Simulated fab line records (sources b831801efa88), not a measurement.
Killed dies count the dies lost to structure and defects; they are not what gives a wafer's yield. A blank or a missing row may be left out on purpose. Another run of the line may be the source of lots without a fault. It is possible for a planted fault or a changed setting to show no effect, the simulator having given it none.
Struck lot and sound lot, side by side / flow sky130 / 36 out of 708 route steps
Sound: wafers L431.2, L431.5, L431.6. Struck: wafer L432.6 (left out: L432.3, L432.4 of the same lot, which were not struck); the cause appears at the end.
Per side, at each step with rows, come the tool, then ch with its chambers, and then its first start. Under that, the readings that differ: sound wafers / struck wafers / difference of the means / sigmas: that difference in standard deviations of wafers without a fault.
alike: words and numbers the same on both sides, and readings whose means are apart by under 2 such deviations; not compared: readings that were withheld, readings missing a value for some wafer, numbers with overlapping values and no deviation given by the record, and bounds like >300 which may hide the same value.
The two part at a step that has a row with sigmas, a row that says differs or no value, or rows on one side only. Non-overlapping numbers with no deviation appear without sigmas and do not part them. A reading missing from all wafers of one side parts the sides only when that side holds two or more wafers.

first, 10 steps without rows for these wafers: SKY_VIA2_STRIP_17 (strips in post etch residue remover, time 1200 s); SKY_VIA2_CLEAN_18 (cleans in IPA, time 180 s); SKY_VIA2_CLEAN_19 (cleans in O3/DIW); SKY_VIA2_SPUTTER_20 (material TiN, target thk 20 nm, time 80 s); SKY_VIA2_CVD_21 (deposits W, target thk 420 nm, time 126.4 s); SKY_VIA2_CMP_24 (polishes, stops on SiO2, t overpolish 20 s, target thk 0 nm); SKY_METAL3_SPUTTER_00 (material Ti, target thk 15 nm, time 10 s); SKY_METAL3_SPUTTER_01 (material TiN, target thk 20 nm, time 16.7 s); SKY_METAL3_SPUTTER_02 (material AlCu, target thk 735 nm, time 39.1 s); SKY_METAL3_SPUTTER_03 (material Ti, target thk 5 nm, time 3.3 s).
SKY_METAL3_SPUTTER_04: material TiN, target thk 70 nm, time 58.3 s.
  struck on pvd-sputter-04, day 40 01:40; sound on pvd-sputter-04, day 39 19:22
reading=model.TiN_of_METAL3_SPUTTER_04.thk-nm (nm); sound=68.91 69.06 68.41; struck=121.1; difference=+52.3; sigmas=
  alike: throttle-valve-pct
then, 23 steps without rows for these wafers: SKY_CAPM_CVD_00 (deposits SiO2, target thk 15.5 nm); SKY_CAPM_SPUTTER_02 (material TiN, target thk 200 nm, time 166.7 s); SKY_CAPM_DEHYDRATE_05 (time 60 s); SKY_CAPM_HMDS_06 (prime time 60 s); SKY_CAPM_COAT_07 (resist thk 1140 nm); SKY_CAPM_SOFTBAKE_08 (time 60 s); SKY_CAPM_EXPOSE_09 (exposes mask CAPM, target cd 1000 nm); SKY_CAPM_PEB_10; SKY_CAPM_DEVELOP_11 (develop time 60 s); SKY_CAPM_METAL_ETCH_13 (etches TiN in Cl2/BCl3, stops on SiO2, target depth 220 nm, time 62.9 s); SKY_CAPM_STRIP_14 (strips in O2/N2); SKY_CAPM_STRIP_15 (strips in post etch residue remover, time 1200 s); SKY_CAPM_CLEAN_16 (cleans in IPA, time 180 s); SKY_CAPM_CLEAN_17 (cleans in O3/DIW); SKY_METAL3_DEHYDRATE_05 (time 60 s); SKY_METAL3_HMDS_06 (prime time 60 s); SKY_METAL3_COAT_07 (resist thk 60 nm); SKY_METAL3_COAT_08 (resist thk 1140 nm); SKY_METAL3_SOFTBAKE_09 (time 90 s); SKY_METAL3_EXPOSE_10 (exposes mask MM3, target cd 300 nm); SKY_METAL3_PEB_11; SKY_METAL3_DEVELOP_12 (develop time 60 s); SKY_METAL3_DESCUM_15 (chemistry O2, time 8 s).
-- the record jumps here: 2 days lie between the struck wafers' starts before and after --
SKY_METAL3_METAL_ETCH_18: etches the open film in Cl2/BCl3, stops on SiO2, target depth 845 nm, time 183.1 s.
  sound on rie-metal-04 ch 0,1, day 42 02:52; struck on rie-metal-01 ch 0, day 42 07:37
reading=bcl3-flow-sccm (sccm); sound=29.98 30.00 29.89; struck=30.15; difference=+0.19; sigmas=+2
reading=drypump-motor-current-A (A); sound=5.7 5.7 6.2; struck=5.2; difference=-0.7; sigmas=-2
reading=oes-product-au (a.u.); sound=0.865 0.870 0.865; struck=0.898; difference=+0.031; sigmas=+5
  alike: bias-w, he-backside-leak-sccm, mfc-cl2-sccm, throttle-valve-pct
  not compared: rf-hours-counter-h
-- the record jumps here: 7 days lie between the struck wafers' starts before and after (it left off in module METAL3 and takes up again in module PAD_OPEN, whose first step shown is number 708 of the route) --
SKY_PAD_OPEN_PROBE_99:
  struck on prober-02, day 49 05:28; sound on prober-01, day 49 02:49
reading=killed_at_M0_to_M3; sound=40 43 41; struck=58; difference=+17; sigmas=+2
reading=killed-at-other; sound=0 2 2; struck=0; difference=-1; sigmas=-2
reading=sort_bin_3_pad_short (%); sound=0.6 1.0 1.2; struck=1.8; difference=+0.9; sigmas=+2
reading=model.etest.via3-chain.rc-ohm; sound=9.782 9.652 9.396; struck=10.81; difference=+1.20; sigmas=
  alike: defect-limited-yield, killed_at_M4_up, killed-at-contacts, killed-at-front-end, killed-dies, killed-open, killed-short, sort_bin_5_function, sort_bin_6_memory, sort-n-pass, sort-yield-pct

## WHERE THEY PART
Earliest at SKY_METAL3_METAL_ETCH_18; latest, in this record, at SKY_PAD_OPEN_PROBE_99.

WHY: whatever the simulator had introduced
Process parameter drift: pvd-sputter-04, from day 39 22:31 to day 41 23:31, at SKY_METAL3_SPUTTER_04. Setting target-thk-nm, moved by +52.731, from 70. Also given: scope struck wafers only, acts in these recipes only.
